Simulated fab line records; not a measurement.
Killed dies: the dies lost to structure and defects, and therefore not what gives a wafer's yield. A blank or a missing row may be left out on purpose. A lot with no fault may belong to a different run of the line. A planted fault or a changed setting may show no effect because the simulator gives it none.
fab line records ; flow sky130
record: lots: 15; wafers: 45; last-day: 50
route steps=708 shown CAP2M@604 METAL4@633 VIA4@649 METAL5@667
lots that met no fault: taken from a fault-free run of the same line
start-h: hours from the record's opening day to when the first of the lot's shown wafers began ; wait-h: time in hours since the lot's previous step ; " same as the row above ; L1.1+2: a single row standing in for several wafers ; - no value, or no start given ; * or withheld: withheld ; < > ~ a bound
route shown NAME@n: NAME is a module with steps in the file, n the number in the route of the first one ; usual: mean and standard deviation over wafers with no fault ; same: alike in all rows ; chamber/n: place in a boat ; sites: each site's reading ; _std_site: the values' standard deviation ; _edge_site: inner sites' mean taken away from outer sites' mean ; radius-mm: how far each site lies from the wafer's centre ; mask NAME#n: copy n ; behind: the most recent tool/chamber to have shaped the wafer ; hold: the reason the lot was held/the length of the hold in hours/how it ended ; device: names the non-switching transistor (n, p or np) ; end of line: the tests these same wafers got at the end of their route ; where a step has no rows: the recipe by itself ; killed: dies lost to structure and defects at the first sort, not the wafer's yield ; map: the dies of a wafer, with x for killed, . for not killed, _ for no die there
set.NAME: the setting as run; set.NAME@STEP: as run at that earlier step ; model.NAME: the simulator's own value behind a step, which no gauge read
one table for each step of the route and one row for each wafer, over a sample of lots
services: when a tool's chamber went out of use (start-h, in hours from the record's first day, below 0 if earlier), for how many hours, and the reason
== steps ==
step: SKY_CAP2M_THK_MEAS_01
recipe: reads: SiO2_of_CAP2M_CVD_00
usual: CAP2M_CVD_00_THK: 15.47/0.27
lot.wafer;tool;chamber;start-h;wait-h;CAP2M_CVD_00_THK[nm]
L192.2;film-metro-03;-;929.97;-;15.42
L192.4;film-metro-03;-;929.97;-;15.57
L192.5;film-metro-03;-;929.97;-;15.49
L193.2;film-metro-03;-;940.74;-;15.27
L193.3;film-metro-03;-;940.74;-;15.57
L193.6;film-metro-03;-;940.74;-;15.69
L196.2;film-metro-03;-;973.44;-;15.38
L196.3;film-metro-03;-;973.44;-;15.16
L196.4;film-metro-03;-;973.44;-;15.60
L197.1;film-metro-02;-;980.56;-;15.54
L197.5;film-metro-02;-;980.56;-;15.93
L197.6;film-metro-02;-;980.56;-;15.90
L198.1;film-metro-03;-;988.27;-;15.39
L198.2;film-metro-03;-;988.27;-;15.16
L198.5;film-metro-03;-;988.27;-;15.36
L200.3;film-metro-04;-;996.08;-;14.99
L200.5;film-metro-04;-;996.08;-;15.28
L200.6;film-metro-04;-;996.08;-;15.29
L199.1;film-metro-02;-;998.36;-;15.55
L199.3;film-metro-02;-;998.36;-;15.52
L199.5;film-metro-02;-;998.36;-;15.72
L201.3;film-metro-02;-;998.85;-;15.08
L201.4;film-metro-02;-;998.85;-;15.31
L201.6;film-metro-02;-;998.85;-;15.19
L204.1;film-metro-02;-;1020.02;-;14.83
L204.2;film-metro-02;-;1020.02;-;15.42
L204.4;film-metro-02;-;1020.02;-;15.05
L206.3;film-metro-02;-;1047.63;-;15.77
L206.5;film-metro-02;-;1047.63;-;15.78
L206.6;film-metro-02;-;1047.63;-;15.53
L207.2;film-metro-03;-;1048.21;-;15.59
L207.4;film-metro-03;-;1048.21;-;15.62
L207.5;film-metro-03;-;1048.21;-;15.71
L205.2;film-metro-03;-;1048.36;-;15.65
L205.4;film-metro-03;-;1048.36;-;16.03
L205.5;film-metro-03;-;1048.36;-;15.10
L212.1;film-metro-03;-;1086.16;-;15.25
L212.3;film-metro-03;-;1086.16;-;15.25
L212.6;film-metro-03;-;1086.16;-;15.44
L211.1;film-metro-03;-;1087.06;-;15.08
L211.3;film-metro-03;-;1087.06;-;15.82
L211.6;film-metro-03;-;1087.06;-;15.43
L213.1;film-metro-03;-;1090.98;-;14.96
L213.2;film-metro-03;-;1090.98;-;15.77
L213.3;film-metro-03;-;1090.98;-;15.40
step: SKY_METAL4_ETCH_17
recipe: target: SiO2; stop-on: TiN; chemistry: C4F8/O2/Ar; source-w: 1500; bias-w: 1200; pressure-mtorr: 40; c4f8-flow-sccm: withheld; O2_flow_sccm: 6; Ar_flow_sccm: 300; time-s: 3.9; target-depth-a: 150
usual: oes-product-au: 0.754/0.0081
lot.wafer;tool;chamber;start-h;wait-h;oes-product-au;rf-hours-counter-h
L192.2;rie-diel-01;0;978.91;0.1;0.751;12
L192.4;rie-diel-01;3;978.91;0.1;0.757;13
L192.5;rie-diel-01;0;978.91;0.1;0.748;-
L193.2;rie-diel-01;3;989.11;0.1;0.749;14
L193.3;rie-diel-01;1;989.11;0.1;0.757;10
L193.6;rie-diel-01;0;989.11;0.1;0.764;-
L196.2;rie-diel-02;2;1020.01;0.1;0.749;19
L196.3;rie-diel-02;3;1020.01;0.1;0.744;14
L196.4;rie-diel-02;0;1020.01;0.1;0.763;17
L197.1;rie-diel-03;2;1027.56;0.1;0.763;12
L197.5;rie-diel-03;2;1027.56;0.1;0.766;-
L197.6;rie-diel-03;3;1027.56;0.1;0.757;-
L198.1;rie-diel-01;0;1034.06;0.1;0.755;13
L198.2;rie-diel-01;1;1034.06;0.1;0.744;11
L198.5;rie-diel-01;3;1034.06;0.1;0.748;-
L200.3;rie-diel-03;1;1041.82;0.0;0.742;5
L200.5;rie-diel-03;0;1041.82;0.0;0.745;-
L200.6;rie-diel-03;1;1041.82;0.0;0.753;-
L199.1;rie-diel-03;1;1045.46;0.1;0.754;5
L199.3;rie-diel-03;2;1045.46;0.1;0.750;13
L199.5;rie-diel-03;0;1045.46;0.1;0.761;-
L201.3;rie-diel-01;1;1045.80;0.0;0.742;11
L201.4;rie-diel-01;2;1045.80;0.0;0.745;24
L201.6;rie-diel-01;0;1045.80;0.0;0.748;-
L204.1;rie-diel-03;2;1064.52;0.1;0.742;13
L204.2;rie-diel-03;0;1064.52;0.1;0.755;25
L204.4;rie-diel-03;3;1064.52;0.1;0.746;24
L206.3;rie-diel-03;2;1090.69;0.1;0.770;14
L206.5;rie-diel-03;2;1090.69;0.1;0.758;-
L206.6;rie-diel-03;1;1090.69;0.1;0.755;-
L207.2;rie-diel-02;2;1090.91;0.1;0.754;21
L207.4;rie-diel-02;0;1090.91;0.1;0.757;19
L207.5;rie-diel-02;3;1090.91;0.1;0.759;-
L205.2;rie-diel-01;1;1091.27;0.1;0.760;13
L205.4;rie-diel-01;2;1091.27;0.1;0.770;25
L205.5;rie-diel-01;3;1091.27;0.1;0.747;-
L212.1;rie-diel-03;3;1126.16;0.1;0.754;26
L212.3;rie-diel-03;2;1126.16;0.1;0.751;15
L212.6;rie-diel-03;2;1126.16;0.1;0.750;-
L211.1;rie-diel-02;3;1126.97;0.1;0.741;18
L211.3;rie-diel-02;0;1126.97;0.1;0.764;21
L211.6;rie-diel-02;0;1126.97;0.1;0.745;-
L213.1;rie-diel-02;2;1131.21;0.1;0.738;23
L213.2;rie-diel-02;0;1131.21;0.1;0.759;21
L213.3;rie-diel-02;1;1131.21;0.1;0.752;3
step: SKY_VIA4_DEVELOP_10
recipe: resist: NOVOLAK; developer: TMAH; develop-time-s: 60; dev-temp-c: 23
usual: chill-plate-temp-C: 22.99/0.11; develop-time-s: 60/0; developer-temp-C: 23.00/0.093
lot.wafer;tool;chamber;start-h;wait-h;chill-plate-temp-C;develop-time-s;developer-temp-C
L192.2;litho-track-01;0;1003.29;0.1;22.85;60;22.90
L192.4;litho-track-01;0;1003.29;0.1;22.92;60;22.96
L192.5;litho-track-01;0;1003.29;0.1;23.01;60;23.06
L193.2;litho-track-03;0;1013.75;0.1;23.11;60;23.03
L193.3;litho-track-03;0;1013.75;0.1;23.16;60;23.00
L193.6;litho-track-03;0;1013.75;0.1;23.05;60;22.98
L196.2;litho-track-01;0;1043.34;0.1;22.91;60;23.04
L196.3;litho-track-01;0;1043.34;0.1;22.99;60;22.91
L196.4;litho-track-01;0;1043.34;0.1;23.04;60;22.96
L197.1;litho-track-02;0;1050.56;0.1;23.01;60;22.94
L197.5;litho-track-02;0;1050.56;0.1;22.94;60;22.97
L197.6;litho-track-02;0;1050.56;0.1;23.13;60;23.05
L198.1;litho-track-01;0;1055.86;0.1;22.86;60;23.16
L198.2;litho-track-01;0;1055.86;0.1;22.74;60;23.05
L198.5;litho-track-01;0;1055.86;0.1;23.03;60;23.00
L200.3;litho-track-01;0;1064.91;0.1;23.00;60;22.90
L200.5;litho-track-01;0;1064.91;0.1;22.92;60;22.90
L200.6;litho-track-01;0;1064.91;0.1;23.06;60;23.00
L199.1;litho-track-02;0;1067.41;0.1;23.22;60;22.97
L199.3;litho-track-02;0;1067.41;0.1;23.10;60;22.90
L199.5;litho-track-02;0;1067.41;0.1;23.10;60;22.89
L201.3;litho-track-01;0;1067.76;0.1;23.06;60;23.02
L201.4;litho-track-01;0;1067.76;0.1;23.10;60;23.04
L201.6;litho-track-01;0;1067.76;0.1;22.94;60;23.10
L204.1;litho-track-01;-;1086.37;0.1;-;-;-
L204.2;litho-track-01;-;1086.37;0.1;-;-;-
L204.4;litho-track-01;-;1086.37;0.1;-;-;-
L206.3;litho-track-01;-;1112.47;0.1;-;-;-
L206.5;litho-track-01;-;1112.47;0.1;-;-;-
L206.6;litho-track-01;-;1112.47;0.1;-;-;-
L207.2;litho-track-02;-;1112.69;0.1;-;-;-
L207.4;litho-track-02;-;1112.69;0.1;-;-;-
L207.5;litho-track-02;-;1112.69;0.1;-;-;-
L205.2;litho-track-01;0;1112.74;0.1;22.76;60;22.91
L205.4;litho-track-01;0;1112.74;0.1;22.94;60;22.94
L205.5;litho-track-01;0;1112.74;0.1;22.82;60;22.98
L212.1;litho-track-02;0;1145.76;0.1;22.95;60;22.93
L212.3;litho-track-02;0;1145.76;0.1;23.06;60;22.98
L212.6;litho-track-02;0;1145.76;0.1;23.04;60;23.06
L211.1;litho-track-03;0;1145.97;0.1;23.02;60;23.09
L211.3;litho-track-03;0;1145.97;0.1;22.84;60;23.07
L211.6;litho-track-03;0;1145.97;0.1;22.96;60;23.03
L213.1;litho-track-03;0;1150.37;0.1;22.84;60;23.03
L213.2;litho-track-03;0;1150.37;0.1;22.93;60;22.93
L213.3;litho-track-03;0;1150.37;0.1;23.01;60;23.08
step: SKY_METAL5_THK_MEAS_06
recipe: thk-meas-gauge: xrf; reads: AlCu_of_METAL5_SPUTTER_02
usual: METAL5_ALCU_THK: 1176/15
lot.wafer;tool;chamber;start-h;wait-h;METAL5_ALCU_THK[nm]
L192.2;film-metro-02;-;1005.32;0.1;1139
L192.4;film-metro-02;-;1005.32;0.1;1135
L192.5;film-metro-02;-;1005.32;0.1;1143
L193.2;film-metro-02;-;1015.74;0.1;1173
L193.3;film-metro-02;-;1015.74;0.1;1168
L193.6;film-metro-02;-;1015.74;0.1;1168
L196.2;film-metro-03;-;1045.16;0.1;1169
L196.3;film-metro-03;-;1045.16;0.1;1142
L196.4;film-metro-03;-;1045.16;0.1;1157
L197.1;film-metro-02;-;1052.39;0.1;1171
L197.5;film-metro-02;-;1052.39;0.1;1169
L197.6;film-metro-02;-;1052.39;0.1;1188
L198.1;film-metro-02;-;1057.69;0.1;1168
L198.2;film-metro-02;-;1057.69;0.1;1172
L198.5;film-metro-02;-;1057.69;0.1;1156
L200.3;film-metro-03;-;1066.71;0.1;1189
L200.5;film-metro-03;-;1066.71;0.1;1188
L200.6;film-metro-03;-;1066.71;0.1;1183
L199.1;film-metro-03;-;1069.36;0.1;1180
L199.3;film-metro-03;-;1069.36;0.1;1199
L199.5;film-metro-03;-;1069.36;0.1;1209
L201.3;film-metro-02;-;1069.60;0.1;1189
L201.4;film-metro-02;-;1069.60;0.1;1169
L201.6;film-metro-02;-;1069.60;0.1;1185
L205.2;film-metro-01;-;1114.79;0.1;1183
L205.4;film-metro-01;-;1114.79;0.1;1161
L205.5;film-metro-01;-;1114.79;0.1;1194
L212.1;film-metro-02;-;1147.90;0.1;1169
L212.3;film-metro-02;-;1147.90;0.1;1167
L212.6;film-metro-02;-;1147.90;0.1;1162
L211.1;film-metro-02;-;1148.50;0.1;1163
L211.3;film-metro-02;-;1148.50;0.1;1165
L211.6;film-metro-02;-;1148.50;0.1;1168
L213.1;film-metro-01;-;1152.41;0.1;1180
L213.2;film-metro-01;-;1152.41;0.1;1182
L213.3;film-metro-01;-;1152.41;0.1;1172
== services ==
tool;chamber;start-h;hours;kind
rie-diel-02;3;993.46;9.8;repair
rie-diel-03;-;1010.55;0.4;repair
rie-diel-01;2;1021.84;5.4;repair
rie-diel-03;0;1022.68;1.5;repair
rie-diel-02;1;1026.09;-;clean
rie-diel-02;1;1026.09;18.4;scheduled-down
rie-diel-02;1;1026.09;18.4;vent-cycle
rie-diel-03;0;1068.81;-;clean
rie-diel-03;0;1068.81;15.0;scheduled-down
rie-diel-03;0;1068.81;15.0;vent-cycle
rie-diel-01;3;1069.94;14.9;repair
rie-diel-03;-;1087.57;1.6;repair
rie-diel-03;-;1097.53;1.3;repair
rie-diel-02;2;1125.34;5.8;repair
rie-diel-03;3;1129.31;-;clean
rie-diel-03;3;1129.31;24.0;scheduled-down
rie-diel-03;3;1129.31;24.0;vent-cycle
rie-diel-03;1;1130.88;2.5;repair
rie-diel-02;-;1134.03;2.8;pm
rie-diel-02;0;1145.48;4.7;repair
== key ==
first-sign: step: SKY_VIA4_DEVELOP_10; reading: tool-record; direction: missing
effect none on later readings
met-at SKY_VIA4_DEVELOP_10
struck-lots L204,L206,L207
later-rows-left-out L204.1,L204.2,L204.4,L206.3,L206.5,L206.6,L207.2,L207.4,L207.5
sort-left-out L204.1,L204.2,L204.4,L206.3,L206.5,L206.6,L207.2,L207.4,L207.5
not-acting-at SKY_CAP2M_THK_MEAS_01,SKY_METAL4_ETCH_17,SKY_METAL5_THK_MEAS_06
onset-between 1067.76 1086.37
fault: kind: skipped-step-whole; tool: litho-track-01,litho-track-02; chamber: -; onset-h: 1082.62; steps: SKY_VIA4_DEVELOP_10; scope: struck-lots-only
sort-left-out: the simulated sort isn't trusted on such a fault, so these wafers' sort isn't shown, and their yield isn't known
later-rows-left-out: the simulator's readings of these wafers behind a module that went badly wrong aren't trusted and aren't shown, but for the sort
